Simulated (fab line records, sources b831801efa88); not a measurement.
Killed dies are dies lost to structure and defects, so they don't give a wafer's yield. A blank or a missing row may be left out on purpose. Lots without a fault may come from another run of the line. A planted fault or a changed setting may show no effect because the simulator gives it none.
Problem report in the 8D (eight disciplines) form, filled by code | flow sky130 | the parts of the form that need people (team, actions taken, sign-off) are left out

1. THE PROBLEM
rf_fwd_power_W at SKY_PAD_OPEN_ETCH_07 reads a mean of 923.3 W on 9 wafers of 3 lots; wafers without a fault read 796.8 W with a standard deviation of 2.6. That is +49 standard deviations from the usual mean.
The step: etches the open film in CF4/O2, stops on AlCu, target depth 725 nm, time 161.1 s.
First seen on wafer L150.1, day 48 10:20, on rie_diel-01. The record holds 33 wafers of 11 lots with a number at this step. Rule for "out", or "out of limits": more than 4 standard deviations from the usual mean. The other wafers with a number count as sound.

2. WHAT IT IS AND WHAT IT IS NOT
question                    | is                     | is not
which readings at this step | rf_fwd_power_W         | drypump_motor_current_A, throttle_valve_pct
which lots                  | L150, L151, L152       | L139, L143, L144, L147, L148, L149, L159, L161
which wafers of those lots  | all that have a number | -
read on which tools         | rie_diel-01            | rie_diel-03, rie_diel-04
when                        | from day 48 10:20      | up to then (18 sound wafers); but 6 sound wafers of L159, L161 came after

3. SUSPECTS, AND WHAT RULES EACH OUT
Counting: a tool at a process step up to the reading stays a suspect if it ran every lot that is out and no sound lot after the first of them.
- rie_diel-01 at SKY_PAD_OPEN_ETCH_07 (etches the open film in CF4/O2, stops on AlCu, target depth 725 nm, time 161.1 s): kept. It ran every lot that is out, first L150 (day 48 10:20), and no sound lot after that; its last sound lot up to then is L149 (day 48 00:44). Its own readings are out on those wafers: rf_fwd_power_W.
Left after counting: rie_diel-01 at SKY_PAD_OPEN_ETCH_07.

4. THE CAUSE (what the simulator had put in)
Process parameter drift: rie_diel-01, from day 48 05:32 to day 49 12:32, at SKY_PAD_OPEN_ETCH_07. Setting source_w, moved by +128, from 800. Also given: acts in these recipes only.
Counting left only this tool.

5. THE CHAIN OF EFFECTS, in route order
Each row: a reading whose mean over the struck wafers that have a number lies more than 3 standard deviations from the usual. Only readings for which the record gives a usual standard deviation are gone through. hours: the time from each lot's start at the first step in this table that gives one to its start at this step, as a median over the lots. sigmas: the change in usual standard deviations.
hours | step                 | reading        | usual   | on struck wafers | change | sigmas
0     | SKY_PAD_OPEN_ETCH_07 | rf_fwd_power_W | 796.8 W | 923.3            | +126.5 | +49
The process steps in it:
- SKY_PAD_OPEN_ETCH_07: etches the open film in CF4/O2, stops on AlCu, target depth 725 nm, time 161.1 s.

6. WHAT WOULD HAVE CAUGHT IT SOONER
In this record the first reading out of limits was taken at day 48 10:20, 5 hours after the fault began at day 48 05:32.
